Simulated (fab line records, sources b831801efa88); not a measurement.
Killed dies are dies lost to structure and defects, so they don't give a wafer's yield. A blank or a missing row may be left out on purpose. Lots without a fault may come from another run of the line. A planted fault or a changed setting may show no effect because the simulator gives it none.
A struck lot beside a sound one | flow sky130 | 43 steps out of a route of 708
Sound: wafers L286.2, L286.4, L286.5. Struck: wafers L296.1, L296.3, L296.4. The cause comes at the end.
At each step with rows: each side's tool, then ch and its chambers, then its first start. Under that, the readings that differ: sound wafers | struck wafers | difference of the means | sigmas: that difference in standard deviations of wafers without a fault.
alike: readings whose means differ by less than 2 such deviations, and words and numbers that are the same on both sides. not compared: withheld readings, readings that some wafer has no value for, bounds like >300 that may hide the same value, and numbers for which the record gives no deviation and whose values overlap.
The two part at a step that has a row with sigmas, a row that says differs or no value, or rows on one side only. Numbers that don't overlap but have no deviation are shown without sigmas and don't part them. A reading that every wafer of one side lacks parts them only if that side has two wafers or more.

SKY_FIELD_ISO_STRIP_16: strips in O2/N2.
  sound on plasma_asher-04 ch 1, day 2 07:54; struck on plasma_asher-02 ch 0,1, day 4 11:00
  alike: drypump_motor_current_A, oes_product_au, strip_time_to_endpoint_s
  not compared: rf_hours_counter_h
SKY_FIELD_ISO_ETCH_17: etches Si in HBr/Cl2/O2, target depth 342 nm, time 97.7 s.
  sound on rie_si-02 ch 0,2,3, day 2 08:00; struck on rie_si-01 ch 0,1,3, day 4 11:06
  alike: drypump_motor_current_A, mfc_cl2_sccm, oes_product_au, throttle_valve_pct
  not compared: rf_hours_counter_h
then, 5 steps without rows for these wafers: SKY_FIELD_ISO_WET_ETCH_18 (etches Si3N4 in H3PO4, target depth 25 nm, time 286 s); SKY_FIELD_ISO_CLEAN_19 (cleans in SC1/SC2, time 150 s); SKY_FIELD_ISO_CLEAN_20 (cleans in dHF, time 20 s); SKY_FIELD_ISO_WET_ETCH_21 (etches SiO2 in dHF, target depth 20 nm, time 400 s); SKY_FIELD_ISO_OXIDATION_22 (stabilise 600 s, purge 300 s, target thk 10 nm).
SKY_FIELD_ISO_THK_MEAS_23:
  sound on film_metro-02, day 2 11:18; struck on film_metro-03, day 4 12:37
  alike: FIELD_ISO_OXIDATION_01_THK
then, 1 step without rows for these wafers: SKY_FIELD_ISO_CVD_24 (deposits SiO2, target thk 595 nm, time 99.2 s).
SKY_FIELD_ISO_THK_MEAS_25:
  sound on film_metro-02, day 2 11:26; struck on film_metro-02, day 4 12:45
  alike: FIELD_ISO_CVD_24_THK
then, 1 step without rows for these wafers: SKY_FIELD_ISO_ANNEAL_26 (time 1800 s).
SKY_FIELD_ISO_CMP_27: polishes, stops on Si3N4, t overpolish 16 s, target thk 457.8 nm.
  sound on cmp-01 ch 0,1,3, day 2 15:14; struck on cmp-02 ch 0,2,3, day 4 14:22
  alike: motor_current_A, overpolish_run_s, time_to_endpoint_s
SKY_FIELD_ISO_WET_ETCH_28: etches SiO2 in dHF, target depth 23.7 nm, time 47 s.
  sound on wet_bench-03 ch 0, day 2 15:32; struck on wet_bench-03 ch 3, day 4 14:37
then, 4 steps without rows for these wafers: SKY_FIELD_ISO_WET_ETCH_29 (etches Si3N4 in H3PO4, target depth 160 nm, time 1825 s); SKY_FIELD_ISO_WET_ETCH_30 (etches SiO2 in dHF, target depth 25 nm, time 50 s); SKY_NWELL_CLEAN_00 (cleans in SC1/SC2, time 150 s); SKY_NWELL_OXIDATION_01 (stabilise 600 s, purge 300 s, target thk 10 nm).
SKY_NWELL_THK_MEAS_02:
  sound on film_metro-02, day 2 18:19; struck on film_metro-01, day 4 18:23
  alike: NWELL_OXIDATION_THK
then, 8 steps without rows for these wafers: SKY_DNWELL_DEHYDRATE_00 (time 60 s); SKY_DNWELL_HMDS_01 (prime time 60 s); SKY_DNWELL_COAT_02 (resist thk 3000 nm); SKY_DNWELL_SOFTBAKE_03; SKY_DNWELL_EXPOSE_04 (exposes mask DNM, target cd 3000 nm); SKY_DNWELL_PEB_05; SKY_DNWELL_DEVELOP_06 (develop time 60 s); SKY_DNWELL_IMPLANT_07.
SKY_DNWELL_STRIP_08: strips in O2/N2.
  sound on plasma_asher-03 ch 0,1, day 3 09:23; struck on plasma_asher-02 ch 0,1, day 5 12:26
  alike: drypump_motor_current_A, oes_product_au, strip_time_to_endpoint_s
  not compared: rf_hours_counter_h
SKY_DNWELL_TW_MEAS_09:
  sound on film_metro-01, day 3 09:29; struck on film_metro-02, day 5 12:32
  alike: DNWELL_TW
then, 7 steps without rows for these wafers: SKY_PWDE_DEHYDRATE_00 (time 60 s); SKY_PWDE_HMDS_01 (prime time 60 s); SKY_PWDE_COAT_02 (resist thk 3000 nm); SKY_PWDE_SOFTBAKE_03; SKY_PWDE_EXPOSE_04 (exposes mask PWDEM, target cd 840 nm); SKY_PWDE_PEB_05; SKY_PWDE_DEVELOP_06 (develop time 60 s).
SKY_PWDE_OVL_MEAS_07:
  sound on overlay-02, day 4 01:29; struck on overlay-02, day 6 06:23
  alike: PWDE_OVL
then, 1 step without rows for these wafers: SKY_PWDE_IMPLANT_08.
SKY_PWDE_STRIP_09: strips in O2/N2.
  sound on plasma_asher-04 ch 0,1, day 4 01:40; struck on plasma_asher-02 ch 0,1, day 6 06:35
  alike: drypump_motor_current_A, oes_product_au, strip_time_to_endpoint_s
  not compared: rf_hours_counter_h
SKY_PWDE_TW_MEAS_10:
  sound on film_metro-02, day 4 01:47; struck on film_metro-02, day 6 06:41
  alike: PWDE_TW
then, 3 steps without rows for these wafers: SKY_NWELL_DEHYDRATE_03 (time 60 s); SKY_NWELL_HMDS_04 (prime time 60 s); SKY_NWELL_COAT_05 (resist thk 3000 nm).
-- the record jumps here: 42 days lie between the struck wafers' starts before and after (it left off in module NWELL and takes up again in module PAD_OPEN, whose first step shown is number 708 of the route) --
SKY_PAD_OPEN_PROBE_99:
  the record has rows for the struck wafers here (prober-01, day 48 06:00) and none for the sound ones

WHERE THEY PART
Only at SKY_PAD_OPEN_PROBE_99, within this record.

WHY: what the simulator had put in
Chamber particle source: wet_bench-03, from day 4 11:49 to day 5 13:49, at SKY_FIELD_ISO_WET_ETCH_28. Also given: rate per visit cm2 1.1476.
